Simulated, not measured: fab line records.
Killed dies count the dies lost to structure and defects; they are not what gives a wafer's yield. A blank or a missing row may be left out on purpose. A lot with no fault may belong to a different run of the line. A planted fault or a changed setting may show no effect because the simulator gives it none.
Matching of chambers + flow gf180mcu + GF_V5_CMP_04 on cmp-02: 4 sister chambers
The step polishes SiO2. 4 wafers are shown with their chamber, then 8 later ones without.

## EACH WAFER AND ITS CHAMBER
| wafer  | chamber | motor current A (A) |
|--------|---------|---------------------|
| L555.2 | 3       | 11.2                |
| L557.5 | 2       | 14.0                |
| L557.6 | 1       | 11.4                |
| L560.1 | 0       | 11.8                |

## WAFERS WITHOUT THEIR CHAMBER
| wafer  | motor current A (A) |
|--------|---------------------|
| L560.5 | 11.4                |
| L560.6 | 11.8                |
| L563.2 | 11.8                |
| L563.4 | 11.6                |
| L563.6 | 14.5                |
| L564.2 | 12.7                |
| L564.5 | 12.4                |
| L564.6 | 11.5                |

## THE CHAMBER EACH PASSED THROUGH
| wafer  | from the rows above               | in truth |
|--------|-----------------------------------|----------|
| L560.5 | can't be placed: 1 or 3 or 0      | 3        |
| L560.6 | can't be placed: 0 or 1 or 3      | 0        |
| L563.2 | can't be placed: 0 or 1 or 3      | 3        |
| L563.4 | can't be placed: 1 or 0 or 3      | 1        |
| L563.6 | 2                                 | 2        |
| L564.2 | can't be placed: 0 or 1 or 2 or 3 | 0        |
| L564.5 | can't be placed: 0 or 1 or 3      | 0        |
| L564.6 | can't be placed: 1 or 0 or 3      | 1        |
Correctly placed: 1 of 8. Can't be placed from these rows: 7 (the true chamber is among the candidates in 7). Wrongly placed: 0.
How it was worked out, from the rows above alone: a wafer's distance from a chamber is the root of the sum, over the readings, of the square of ((its reading less the chamber's mean) divided by the reading's scatter). If the next closest chamber is less than 2 further off than the closest, the wafer can't be placed; otherwise it belongs to the closest. Each chamber's mean is taken over the wafers shown for it. The scatter: root of mean squared gap, hidden wafer to nearest shown wafer, with one shown wafer a chamber.
